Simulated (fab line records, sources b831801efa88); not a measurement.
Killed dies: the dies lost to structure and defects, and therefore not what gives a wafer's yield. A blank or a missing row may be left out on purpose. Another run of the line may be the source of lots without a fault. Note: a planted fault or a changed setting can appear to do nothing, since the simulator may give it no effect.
Which tool is to blame? | flow gf180mcu | Sampling: 13 lots, 39 wafers, 4 of 602 route steps

WHAT EACH GAUGE READ, for each wafer
GF_HV_LDD_CD_MEAS_46: target cd 400 nm.
lot  | measured     | on       | cdNm (nm)
L637 | day 12 11:16 | cdSem-02 | 399.9 399.9 399.4
L638 | day 12 17:29 | cdSem-01 | 399.0 399.6 402.1
L640 | day 13 17:02 | cdSem-02 | 400.2 401.2 401.9
L641 | day 13 20:57 | cdSem-01 | 402.2 401.3 403.0
L644 | day 14 16:35 | cdSem-01 | 397.8 396.0 399.8
L645 | day 14 22:07 | cdSem-02 | 399.2 401.7 400.6
L647 | day 15 21:48 | cdSem-01 | 399.3 396.9 398.4
L649 | day 16 06:44 | cdSem-01 | 397.5 400.9 398.8
L650 | day 16 19:41 | cdSem-01 | 396.5 397.7 399.2
L655 | day 18 08:10 | cdSem-01 | 401.1 401.3 402.2
L656 | day 18 22:44 | cdSem-01 | 400.7 402.2 401.2
L659 | day 19 15:22 | cdSem-01 | 404.5 404.3 401.8
L660 | day 20 00:20 | cdSem-02 | 396.9 398.3 397.9

GF_SAB_THK_MEAS_01.
lot  | measured     | on           | SAB_CVD_00_THK (nm)
L637 | day 14 09:13 | filmMetro-04 | 49.4 49.6 50.5
L638 | day 14 14:34 | filmMetro-03 | 50.1 50.6 50.7
L640 | day 15 15:20 | filmMetro-04 | 49.3 49.6 49.9
L641 | day 15 20:27 | filmMetro-02 | 50.3 49.7 50.2
L644 | day 16 16:04 | filmMetro-02 | 100.4 99.7 101.6
L645 | day 16 22:03 | filmMetro-02 | 49.4 49.5 49.9
L647 | day 18 02:37 | filmMetro-04 | 99.1 100.9 100.6
L649 | day 18 08:47 | filmMetro-03 | 99.4 97.7 99.1
L650 | day 18 22:23 | filmMetro-04 | 49.6 49.4 49.8
L655 | day 20 12:41 | filmMetro-02 | 49.4 49.0 49.7
L656 | day 21 04:51 | filmMetro-02 | 49.4 48.5 50.2
L659 | day 21 18:59 | filmMetro-03 | 50.8 50.4 50.0
L660 | day 22 04:23 | filmMetro-03 | 50.2 51.4 50.7

GF_CONTACT_THK_MEAS_01.
lot  | measured     | on           | CONTACT_CVD_00_THK (nm)
L637 | day 15 07:12 | filmMetro-02 | 297 300 301
L638 | day 15 12:38 | filmMetro-04 | 297 297 295
L640 | day 16 13:36 | filmMetro-01 | 299 293 294
L641 | day 16 19:20 | filmMetro-01 | 302 298 299
L644 | day 17 16:02 | filmMetro-02 | 299 303 298
L645 | day 17 21:48 | filmMetro-04 | 299 295 294
L647 | day 19 03:20 | filmMetro-04 | 304 304 301
L649 | day 19 09:43 | filmMetro-04 | 299 297 300
L650 | day 19 23:43 | filmMetro-01 | 301 300 298
L655 | day 21 12:49 | filmMetro-02 | 302 305 303
L656 | day 22 05:40 | filmMetro-01 | 304 305 303
L659 | day 22 19:08 | filmMetro-01 | 295 296 299
L660 | day 23 04:23 | filmMetro-04 | 298 299 302

EACH LOT AND THE TOOL THAT RAN IT (in order: tool; ch and the chambers of the sampled wafers; start)
lot  | GF_SAB_CVD_00
L637 | pecvd-03 ch 0,1,2, day 14 09:11
L638 | pecvd-03 ch 0,2, day 14 14:32
L640 | pecvd-04 ch 0,1, day 15 15:19
L641 | pecvd-03 ch 0,1, day 15 20:26
L644 | pecvd-03 ch 0,2, day 16 15:52
L645 | pecvd-04 ch 0,1, day 16 22:01
L647 | pecvd-03 ch 0,2, day 18 02:24
L649 | pecvd-02 ch 1,2, day 18 08:35
L650 | pecvd-02 ch 1,2, day 18 22:22
L655 | pecvd-02 ch 0,1,2, day 20 12:40
L656 | pecvd-02 ch 0,1, day 21 04:50
L659 | pecvd-02 ch 0,1,2, day 21 18:58
L660 | pecvd-03 ch 0,1,2, day 22 04:20
- GF_SAB_CVD_00: deposits SiO2 from TEOS, target thk 50 nm, time 4.9302 s.

AS READ BY THE TOOLS THEMSELVES (means over the sampled wafers that have a number; for cases with no such wafer, the mark the record gives instead)
GF_SAB_CVD_00.
lot  | tool     | heaterPowerW (W)
L637 | pecvd-03 | 697
L638 | pecvd-03 | 655
L640 | pecvd-04 | 622
L641 | pecvd-03 | 564
L644 | pecvd-03 | 778
L645 | pecvd-04 | 554
L647 | pecvd-03 | 743
L649 | pecvd-02 | 717
L650 | pecvd-02 | 748
L655 | pecvd-02 | 670
L656 | pecvd-02 | 627
L659 | pecvd-02 | 668
L660 | pecvd-03 | 671

THE ANSWER, worked out from the rows above alone
Rule: what is usual is taken from the lots themselves. The widest of any qualifying gaps counts: lots, ordered by their means at a reading, are off when they make up no more than a third of the lots, leave a main group of 4 or more, and stand apart from it by 3 or more times the standard deviation of that group's means. The tables above print the reading to a certain number of digits; a main group whose means all agree to those digits is not used. Also off: a lot with no number at a reading for which 4 or more lots have one. The other lots that the step has rows for count as sound. The gauges are gone through in route order, then the tools' own readings, and for those a lot's mean is taken as printed above. At the first step where some lot is off, the reading lying furthest off is the one used; lots without a number count as furthest.
Off: L644, L647, L649, at GF_SAB_THK_MEAS_01 (SAB_CVD_00_THK). The main group: mean 49.9 nm, standard deviation 0.47.
If a tool, at a process step before that reading, ran all the lots that are off and no sound lot after the first of them, it fits. Those tools and the gauges at GF_SAB_THK_MEAS_01 are tried in the same way. Of those tried, none fits.

WHAT WAS PUT IN BY THE SIMULATOR
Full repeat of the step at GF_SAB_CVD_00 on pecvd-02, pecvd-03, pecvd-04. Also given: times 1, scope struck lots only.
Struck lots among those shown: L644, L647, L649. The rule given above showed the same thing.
